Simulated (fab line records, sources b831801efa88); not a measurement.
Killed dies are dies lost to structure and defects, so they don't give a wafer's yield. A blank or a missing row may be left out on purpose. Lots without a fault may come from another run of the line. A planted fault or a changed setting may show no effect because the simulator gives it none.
Problem report in the 8D (eight disciplines) form, filled by code | flow sky130 | the parts of the form that need people (team, actions taken, sign-off) are left out

1. THE PROBLEM
end_station_pressure_torr at SKY_LDD_N_IMPLANT_08 reads a mean of 6.69e-05 Torr on 9 wafers of 3 lots; wafers without a fault read 5.33e-06 Torr with a standard deviation of 2.9e-07. That is +99 or more standard deviations from the usual mean.
First seen on wafer L407.2, day 23 01:26, on implanter-01. The record holds 21 wafers of 7 lots with a number at this step. Rule for "out", or "out of limits": more than 4 standard deviations from the usual mean. The other wafers with a number count as sound.

2. WHAT IT IS AND WHAT IT IS NOT
question                    | is                                            | is not
which readings at this step | end_station_pressure_torr, faraday_current_uA | -
which lots                  | L407, L408, L409                              | L400, L402, L413, L416
which wafers of those lots  | all that have a number                        | -
read on which tools         | implanter-01                                  | implanter-02, implanter-04
when                        | from day 23 01:26                             | up to then (6 sound wafers); but 6 sound wafers of L413, L416 came after

3. SUSPECTS, AND WHAT RULES EACH OUT
Counting: a tool at a process step up to the reading stays a suspect if it ran every lot that is out and no sound lot after the first of them.
- implanter-01 at SKY_LDD_N_IMPLANT_08: kept. It ran every lot that is out, first L407 (day 23 01:26), and no sound lot after that; its last sound lot up to then is L400 (day 20 09:01). Its own readings are out on those wafers: end_station_pressure_torr, faraday_current_uA.
Left after counting: implanter-01 at SKY_LDD_N_IMPLANT_08.

4. THE CAUSE (what the simulator had put in)
Process parameter drift: implanter-01, from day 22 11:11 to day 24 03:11, at SKY_LDD_N_IMPLANT_08. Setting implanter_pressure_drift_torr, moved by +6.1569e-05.
Process parameter drift: implanter-01, from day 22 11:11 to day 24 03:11, at SKY_LDD_N_IMPLANT_08. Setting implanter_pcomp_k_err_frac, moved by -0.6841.
Counting left only this tool.

5. THE CHAIN OF EFFECTS, in route order
Each row: a reading whose mean over the struck wafers that have a number lies more than 3 standard deviations from the usual. Only readings for which the record gives a usual standard deviation are gone through. hours: the time from each lot's start at the first step in this table that gives one to its start at this step, as a median over the lots. sigmas: the change in usual standard deviations.
hours | step                 | reading                   | usual         | on struck wafers | change    | sigmas
0     | SKY_LDD_N_IMPLANT_08 | beam_on_s                 | 9.98 s        | 10.96            | +0.98     | +4.7
0     | SKY_LDD_N_IMPLANT_08 | end_station_pressure_torr | 5.33e-06 Torr | 6.69e-05         | +6.16e-05 | +99 or more
0     | SKY_LDD_N_IMPLANT_08 | faraday_current_uA        | 423           | 373              | -50       | -5.6
The process steps in it:
- SKY_LDD_N_IMPLANT_08

6. WHAT WOULD HAVE CAUGHT IT SOONER
In this record the first reading out of limits was taken at day 23 01:26, 14 hours after the fault began at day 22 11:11.
